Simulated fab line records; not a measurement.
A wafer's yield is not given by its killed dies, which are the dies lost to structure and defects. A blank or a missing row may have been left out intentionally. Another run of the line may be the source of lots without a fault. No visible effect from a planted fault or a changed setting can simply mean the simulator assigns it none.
fab line records + flow gf180mcu
[record]
- lots = 13
- wafers = 39
- lastDay = 33
route steps=602 shown STI@5 VT_IMPLANT@125 PSD@255 SALICIDE@283
lots that met no fault: taken from a fault-free run of the same line
startH: hours from the record's first day to the start of the lot's first wafer shown + waitH: time in hours since the lot's previous step + " same as the row above + L1.1+2: a single row standing in for several wafers + - value missing, or start not given + * or withheld: withheld + < > ~ a bound
route shown NAME@n: a module of which the file shows steps, and the number in the route of the first + usual: mean/standard deviation of fault-free wafers + same: alike in all rows + chamber/n: place in a boat + sites: per-site readings + _std_site: the standard deviation of these + _edge_site: mean of outer sites minus mean of inner sites + radiusMm: how far each site lies from the wafer's centre + mask NAME#n: copy n + behind: the last tool/chamber to shape the wafer + hold: reason for holding the lot/hours on hold/outcome of the hold + device: the transistor (n, p or np) that didn't switch + end of line: tests of these same wafers at the route's end + where a step has no rows: the recipe by itself + killed: not the wafer's yield, but the dies lost to structure and defects at the first sort + map: a wafer's dies, marking killed ones x, the rest . and places with no die _
set.NAME: the setting that was run; set.NAME@STEP: the one run at that earlier step + model.NAME: the simulator's own value behind a step, which no gauge read
steps of the route over a sample of lots; a table a step, a row a wafer
services: when a tool's chamber went out of use (startH, in hours from the record's first day, below 0 if earlier), for how many hours, and the reason
[[steps]]
[step GF_STI_THK_MEAS_04]
[recipe]
- reads = Si3N4_of_STI_CVD_03
[usual]
- STI_CVD_03_THK = 203.1/1.9
| lot.wafer | tool         | chamber | startH | waitH | STI_CVD_03_THK[nm] |
|-----------|--------------|---------|--------|-------|--------------------|
| L430.1    | filmMetro-04 | -       | 14.64  | 0.0   | 204.0              |
| L430.3    | "            | -       | "      | "     | 204.4              |
| L430.5    | "            | -       | "      | "     | 201.9              |
| L431.1    | filmMetro-02 | -       | 19.57  | 0.0   | 201.9              |
| L431.2    | "            | -       | "      | "     | 202.1              |
| L431.3    | "            | -       | "      | "     | 200.8              |
| L432.1    | filmMetro-01 | -       | 23.60  | 0.1   | 200.8              |
| L432.5    | "            | -       | "      | "     | 201.1              |
| L432.6    | "            | -       | "      | "     | 200.9              |
| L434.1    | filmMetro-01 | -       | 33.56  | 0.0   | 204.0              |
| L434.2    | "            | -       | "      | "     | 204.0              |
| L434.5    | "            | -       | "      | "     | 205.0              |
| L435.1    | filmMetro-02 | -       | 38.56  | 0.0   | 200.4              |
| L435.3    | "            | -       | "      | "     | 198.7              |
| L435.4    | "            | -       | "      | "     | 199.1              |
| L437.3    | filmMetro-04 | -       | 48.58  | 0.0   | 205.2              |
| L437.5    | "            | -       | "      | "     | 206.5              |
| L437.6    | "            | -       | "      | "     | 205.2              |
| L438.1    | filmMetro-01 | -       | 53.56  | 0.0   | 200.3              |
| L438.2    | "            | -       | "      | "     | 201.4              |
| L438.4    | "            | -       | "      | "     | 201.9              |
| L439.3    | filmMetro-04 | -       | 58.65  | 0.0   | 204.8              |
| L439.4    | "            | -       | "      | "     | 206.4              |
| L439.6    | "            | -       | "      | "     | 205.0              |
| L440.2    | filmMetro-02 | -       | 63.97  | 0.1   | 200.9              |
| L440.4    | "            | -       | "      | "     | 202.5              |
| L440.5    | "            | -       | "      | "     | 201.5              |
| L441.2    | filmMetro-01 | -       | 68.57  | 0.0   | 202.0              |
| L441.3    | "            | -       | "      | "     | 203.3              |
| L441.6    | "            | -       | "      | "     | 204.1              |
| L442.2    | filmMetro-04 | -       | 75.66  | 0.0   | 205.4              |
| L442.4    | "            | -       | "      | "     | 204.8              |
| L442.6    | "            | -       | "      | "     | 206.4              |
| L445.3    | filmMetro-02 | -       | 88.58  | 0.0   | 203.2              |
| L445.4    | "            | -       | "      | "     | 202.2              |
| L445.6    | "            | -       | "      | "     | 201.5              |
| L447.1    | filmMetro-04 | -       | 98.70  | 0.0   | 206.4              |
| L447.5    | "            | -       | "      | "     | 202.6              |
| L447.6    | "            | -       | "      | "     | 204.6              |
[step GF_VT_IMPLANT_COAT_35]
[recipe]
- resist = NOVOLAK
- spinRpm = 3000
- resistThkNm = 1000
[usual]
- spinSpeedRpm = 2999.8/1.8
| lot.wafer | tool          | chamber | startH | waitH | spinSpeedRpm |
|-----------|---------------|---------|--------|-------|--------------|
| L430.1    | lithoTrack-04 | 0       | 152.53 | 0.1   | 2999.9       |
| L430.3    | "             | 0       | "      | "     | 3000.5       |
| L430.5    | "             | 0       | "      | "     | 3000.8       |
| L431.1    | lithoTrack-02 | 0       | 155.20 | 0.1   | 3001.5       |
| L431.2    | "             | 0       | "      | "     | 2997.1       |
| L431.3    | "             | 0       | "      | "     | 2998.1       |
| L432.1    | lithoTrack-01 | 0       | 161.27 | 0.1   | 2999.0       |
| L432.5    | "             | 0       | "      | "     | 3002.7       |
| L432.6    | "             | 0       | "      | "     | 2998.3       |
| L434.1    | lithoTrack-02 | 0       | 174.35 | 0.1   | 2997.4       |
| L434.2    | "             | 0       | "      | "     | 2998.9       |
| L434.5    | "             | 0       | "      | "     | 2999.7       |
| L435.1    | lithoTrack-04 | 0       | 181.53 | 0.1   | 3001.0       |
| L435.3    | "             | 0       | "      | "     | 2997.5       |
| L435.4    | "             | 0       | "      | "     | 3002.2       |
| L437.3    | lithoTrack-02 | 0       | 195.65 | 0.1   | 3000.5       |
| L437.5    | "             | 0       | "      | "     | 2999.1       |
| L437.6    | "             | 0       | "      | "     | 3000.9       |
| L438.1    | lithoTrack-02 | 0       | 201.85 | 0.1   | 3000.1       |
| L438.2    | "             | 0       | "      | "     | 2997.7       |
| L438.4    | "             | 0       | "      | "     | 2997.8       |
| L439.3    | lithoTrack-04 | 0       | 208.98 | 0.1   | 3000.9       |
| L439.4    | "             | 0       | "      | "     | 2999.0       |
| L439.6    | "             | 0       | "      | "     | 3000.4       |
| L440.2    | lithoTrack-04 | 0       | 213.85 | 0.1   | 2998.0       |
| L440.4    | "             | 0       | "      | "     | 2995.0       |
| L440.5    | "             | 0       | "      | "     | 2998.4       |
| L441.2    | lithoTrack-04 | 0       | 221.20 | 0.1   | 3000.0       |
| L441.3    | "             | 0       | "      | "     | 3000.7       |
| L441.6    | "             | 0       | "      | "     | 2996.4       |
| L442.2    | lithoTrack-04 | 0       | 229.30 | 0.1   | 3000.3       |
| L442.4    | "             | 0       | "      | "     | 3002.1       |
| L442.6    | "             | 0       | "      | "     | 2999.2       |
| L445.3    | lithoTrack-04 | 0       | 249.28 | 0.1   | 2999.2       |
| L445.4    | "             | 0       | "      | "     | 2999.3       |
| L445.6    | "             | 0       | "      | "     | 3001.4       |
| L447.1    | lithoTrack-04 | 0       | 260.63 | 0.1   | 2998.0       |
| L447.5    | "             | 0       | "      | "     | 2999.6       |
| L447.6    | "             | 0       | "      | "     | 2999.5       |
[step GF_VT_IMPLANT_STRIP_42]
[recipe]
- chemistry = O2/N2
- powerW = 1400
- pressureMtorr = 1500
- platenTempC = 250
- o2FlowSccm = 3000
- n2FlowSccm = 300
- overashFraction = 0.5
[usual]
- drypumpMotorCurrentA = 5.5/0.43
- heaterPowerW = 328/34
- oesProductAu = 0.716/0.0044
- stripTimeToEndpointS = 12.64/0.032
| lot.wafer | tool           | chamber | startH | waitH | drypumpMotorCurrentA | heaterPowerW | oesProductAu | rfHoursCounterH | stripTimeToEndpointS |
|-----------|----------------|---------|--------|-------|----------------------|--------------|--------------|-----------------|----------------------|
| L430.1    | plasmaAsher-02 | 1       | 160.85 | 0.1   | 5.7                  | 304          | 0.713        | 48              | 12.69                |
| L430.3    | "              | 0       | "      | "     | 5.1                  | 380          | 0.711        | -               | 12.68                |
| L430.5    | "              | 0       | "      | "     | 5.1                  | 376          | 0.709        | -               | 12.68                |
| L431.1    | plasmaAsher-03 | 0       | 163.76 | 0.1   | 5.6                  | 332          | 0.726        | 7               | 12.64                |
| L431.2    | "              | 1       | "      | "     | 4.9                  | 300          | 0.713        | 7               | 12.61                |
| L431.3    | "              | 1       | "      | "     | 4.9                  | 284          | 0.715        | -               | 12.65                |
| L432.1    | plasmaAsher-02 | 1       | 169.36 | 0.1   | 5.7                  | 299          | 0.714        | 49              | 12.62                |
| L432.5    | "              | 1       | "      | "     | 5.7                  | 293          | 0.716        | -               | 12.65                |
| L432.6    | "              | 0       | "      | "     | 5.1                  | 375          | 0.718        | -               | 12.65                |
| L434.1    | plasmaAsher-03 | 0       | 183.50 | 0.1   | 5.6                  | 317          | 0.715        | 9               | 12.66                |
| L434.2    | "              | 1       | "      | "     | 4.9                  | 290          | 0.718        | 9               | 12.64                |
| L434.5    | "              | 0       | "      | "     | 5.6                  | 320          | 0.717        | -               | 12.65                |
| L435.1    | plasmaAsher-01 | 0       | 190.00 | 0.1   | 6.4                  | 357          | 0.714        | 41              | 12.66                |
| L435.3    | "              | 0       | "      | "     | 6.4                  | 357          | 0.713        | -               | 12.67                |
| L435.4    | "              | 1       | "      | "     | 5.5                  | 324          | 0.713        | -               | 12.65                |
| L437.3    | plasmaAsher-02 | 1       | 204.72 | 0.1   | 5.7                  | 298          | 0.714        | -               | 12.59                |
| L437.5    | "              | 0       | "      | "     | 5.2                  | 383          | 0.724        | -               | 12.60                |
| L437.6    | "              | 1       | "      | "     | 5.7                  | 300          | 0.710        | -               | 12.60                |
| L438.1    | plasmaAsher-03 | 0       | 210.44 | 0.1   | 5.6                  | 323          | 0.714        | 12              | 12.67                |
| L438.2    | "              | 1       | "      | "     | 4.9                  | 290          | 0.719        | 12              | 12.66                |
| L438.4    | "              | 0       | "      | "     | 5.6                  | 322          | 0.714        | -               | 12.70                |
| L439.3    | plasmaAsher-02 | 1       | 218.38 | 0.1   | 5.7                  | 300          | 0.725        | -               | 12.62                |
| L439.4    | "              | 0       | "      | "     | 5.1                  | 380          | 0.715        | -               | 12.61                |
| L439.6    | "              | 1       | "      | "     | 5.7                  | 298          | 0.713        | -               | 12.65                |
| L440.2    | plasmaAsher-01 | 1       | 223.19 | 0.1   | 5.5                  | 315          | 0.711        | 44              | 12.71                |
| L440.4    | "              | 1       | "      | "     | 5.4                  | 321          | 0.714        | -               | 12.67                |
| L440.5    | "              | 1       | "      | "     | 5.5                  | 324          | 0.716        | -               | 12.70                |
| L441.2    | plasmaAsher-02 | 1       | 230.24 | 0.1   | 5.7                  | 299          | 0.718        | 56              | 12.69                |
| L441.3    | "              | 0       | "      | "     | 5.2                  | 383          | 0.719        | -               | 12.65                |
| L441.6    | "              | 1       | "      | "     | 5.7                  | 296          | 0.721        | -               | 12.67                |
| L442.2    | plasmaAsher-03 | 1       | 239.47 | 0.1   | 4.9                  | 289          | 0.713        | 15              | 12.62                |
| L442.4    | "              | 0       | "      | "     | 5.6                  | 319          | 0.715        | -               | 12.66                |
| L442.6    | "              | 1       | "      | "     | 4.9                  | 289          | 0.717        | -               | 12.64                |
| L445.3    | plasmaAsher-01 | 1       | 259.77 | 0.1   | 5.5                  | 321          | 0.718        | -               | 12.78                |
| L445.4    | "              | 0       | "      | "     | 6.4                  | 353          | 0.709        | -               | 12.84                |
| L445.6    | "              | 0       | "      | "     | 6.3                  | 348          | 0.718        | -               | 12.84                |
| L447.1    | plasmaAsher-03 | 0       | 269.98 | 0.1   | 5.6                  | 329          | 0.721        | 19              | 12.80                |
| L447.5    | "              | 1       | "      | "     | 4.9                  | 291          | 0.712        | -               | 12.82                |
| L447.6    | "              | 0       | "      | "     | 5.7                  | 323          | 0.705        | -               | 12.82                |
[step GF_PSD_CD_MEAS_07]
[recipe]
- targetCdNm = 400
[usual]
- cdNm = 401.2/2.5
| lot.wafer | tool     | chamber | startH | waitH | cdNm  |
|-----------|----------|---------|--------|-------|-------|
| L430.1    | cdSem-02 | -       | 321.67 | 0.1   | 401.6 |
| L430.3    | "        | -       | "      | "     | 401.6 |
| L430.5    | "        | -       | "      | "     | 399.8 |
| L431.1    | cdSem-02 | -       | 322.57 | 0.1   | 402.8 |
| L431.2    | "        | -       | "      | "     | 402.5 |
| L431.3    | "        | -       | "      | "     | 402.8 |
| L432.1    | cdSem-02 | -       | 333.12 | 0.1   | 402.6 |
| L432.5    | "        | -       | "      | "     | 403.8 |
| L432.6    | "        | -       | "      | "     | 404.2 |
| L434.1    | cdSem-02 | -       | 352.62 | 0.1   | 403.2 |
| L434.2    | "        | -       | "      | "     | 402.2 |
| L434.5    | "        | -       | "      | "     | 401.5 |
| L435.1    | cdSem-02 | -       | 359.50 | 0.1   | 397.5 |
| L435.3    | "        | -       | "      | "     | 396.9 |
| L435.4    | "        | -       | "      | "     | 394.3 |
| L437.3    | cdSem-02 | -       | 380.35 | 0.1   | 401.2 |
| L437.5    | "        | -       | "      | "     | 399.9 |
| L437.6    | "        | -       | "      | "     | 400.6 |
| L438.1    | cdSem-01 | -       | 390.41 | 0.1   | 400.4 |
| L438.2    | "        | -       | "      | "     | 400.5 |
| L438.4    | "        | -       | "      | "     | 402.9 |
| L439.3    | cdSem-01 | -       | 395.95 | 0.1   | 400.6 |
| L439.4    | "        | -       | "      | "     | 399.9 |
| L439.6    | "        | -       | "      | "     | 400.3 |
| L440.2    | cdSem-02 | -       | 401.58 | 0.1   | 397.2 |
| L440.4    | "        | -       | "      | "     | 398.0 |
| L440.5    | "        | -       | "      | "     | 397.2 |
| L441.2    | cdSem-02 | -       | 408.54 | 0.1   | 402.3 |
| L441.3    | "        | -       | "      | "     | 400.6 |
| L441.6    | "        | -       | "      | "     | 399.6 |
| L442.2    | cdSem-02 | -       | 424.99 | 0.1   | 401.3 |
| L442.4    | "        | -       | "      | "     | 399.5 |
| L442.6    | "        | -       | "      | "     | 397.9 |
| L445.3    | cdSem-02 | -       | 446.26 | 0.1   | 401.1 |
| L445.4    | "        | -       | "      | "     | 400.7 |
| L445.6    | "        | -       | "      | "     | 399.8 |
| L447.1    | cdSem-01 | -       | 460.16 | 0.1   | 400.4 |
| L447.5    | "        | -       | "      | "     | 402.0 |
| L447.6    | "        | -       | "      | "     | 402.2 |
[step GF_SALICIDE_THK_MEAS_05]
[recipe]
- thkMeasGauge = xrf
- reads = TiN_of_SALICIDE_SPUTTER_03
[usual]
- SALICIDE_TIN_THK = 19.86/0.25
| lot.wafer | tool         | chamber | startH | waitH | SALICIDE_TIN_THK[nm] |
|-----------|--------------|---------|--------|-------|----------------------|
| L430.1    | filmMetro-01 | -       | 343.93 | 0.1   | 19.69                |
| L430.3    | "            | -       | "      | "     | 19.81                |
| L430.5    | "            | -       | "      | "     | 19.72                |
| L431.1    | filmMetro-01 | -       | 344.69 | 0.1   | 19.80                |
| L431.2    | "            | -       | "      | "     | 20.07                |
| L431.3    | "            | -       | "      | "     | 20.04                |
| L432.1    | filmMetro-04 | -       | 357.81 | 2.2   | 19.82                |
| L432.5    | "            | -       | "      | "     | 19.88                |
| L432.6    | "            | -       | "      | "     | 20.04                |
| L434.1    | filmMetro-03 | -       | 376.38 | 0.1   | 20.21                |
| L434.2    | "            | -       | "      | "     | 19.80                |
| L434.5    | "            | -       | "      | "     | 20.10                |
| L435.1    | filmMetro-04 | -       | 382.93 | 0.1   | 20.03                |
| L435.3    | "            | -       | "      | "     | 20.22                |
| L435.4    | "            | -       | "      | "     | 20.10                |
| L437.3    | filmMetro-03 | -       | 404.63 | 0.1   | 20.24                |
| L437.5    | "            | -       | "      | "     | 19.81                |
| L437.6    | "            | -       | "      | "     | 19.81                |
| L438.1    | filmMetro-04 | -       | 414.81 | 0.1   | 19.78                |
| L438.2    | "            | -       | "      | "     | 19.78                |
| L438.4    | "            | -       | "      | "     | 20.05                |
| L439.3    | filmMetro-03 | -       | 420.75 | 0.1   | 19.98                |
| L439.4    | "            | -       | "      | "     | 20.21                |
| L439.6    | "            | -       | "      | "     | 19.92                |
| L440.2    | filmMetro-03 | -       | 426.29 | 0.1   | 20.19                |
| L440.4    | "            | -       | "      | "     | 19.83                |
| L440.5    | "            | -       | "      | "     | 20.13                |
| L441.2    | filmMetro-01 | -       | 434.22 | 0.1   | 20.28                |
| L441.3    | "            | -       | "      | "     | 20.09                |
| L441.6    | "            | -       | "      | "     | 20.00                |
| L442.2    | filmMetro-04 | -       | 450.75 | 0.1   | 19.80                |
| L442.4    | "            | -       | "      | "     | 19.64                |
| L442.6    | "            | -       | "      | "     | 19.69                |
| L445.3    | filmMetro-04 | -       | 471.91 | 0.1   | 19.86                |
| L445.4    | "            | -       | "      | "     | 20.02                |
| L445.6    | "            | -       | "      | "     | 19.83                |
| L447.1    | filmMetro-01 | -       | 485.69 | 0.1   | 20.04                |
| L447.5    | "            | -       | "      | "     | 20.04                |
| L447.6    | "            | -       | "      | "     | 19.87                |
[[services]]
| tool           | chamber | startH | hours | kind                     |
|----------------|---------|--------|-------|--------------------------|
| plasmaAsher-01 | -       | 134.71 | 15.6  | pm                       |
| lithoTrack-02  | -       | 143.18 | -     | consumableReplace:filter |
| plasmaAsher-03 | -       | 150.35 | 2.8   | pm                       |
| plasmaAsher-02 | -       | 150.61 | 2.8   | pm                       |
| plasmaAsher-03 | -       | 199.69 | 0.4   | repair                   |
| lithoTrack-01  | -       | 201.20 | -     | consumableReplace:filter |
[[key]]
[firstSign]
- step = GF_VT_IMPLANT_STRIP_42
- reading = stripTimeToEndpointS
- direction = up
- sigmas = 5.5
- usual = *
- struck = *
effect none on later readings
metAt GF_VT_IMPLANT_COAT_35
struckLots L445,L447
testerLeftOut L445,L447
notActingAt GF_STI_THK_MEAS_04,GF_PSD_CD_MEAS_07,GF_SALICIDE_THK_MEAS_05
onsetBetween 229.30 249.28
alsoFits time
[fault]
- kind = processParameterDrift
- tool = lithoTrack-04
- chamber = -
- onsetH = 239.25
- steps = GF_VT_IMPLANT_COAT_35
- channel = resistThkNm
- offset = *
- shape = step
- endH = 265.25
- actsIn = *
- stated = *
// testerLeftOut: of these lots the tester's yield and bins aren't shown, on N5 and GAA mostly nor the transistor test; their killed dies are dies lost to structure and defects alone, not to doping, threshold or leakage, so they don't give the yield
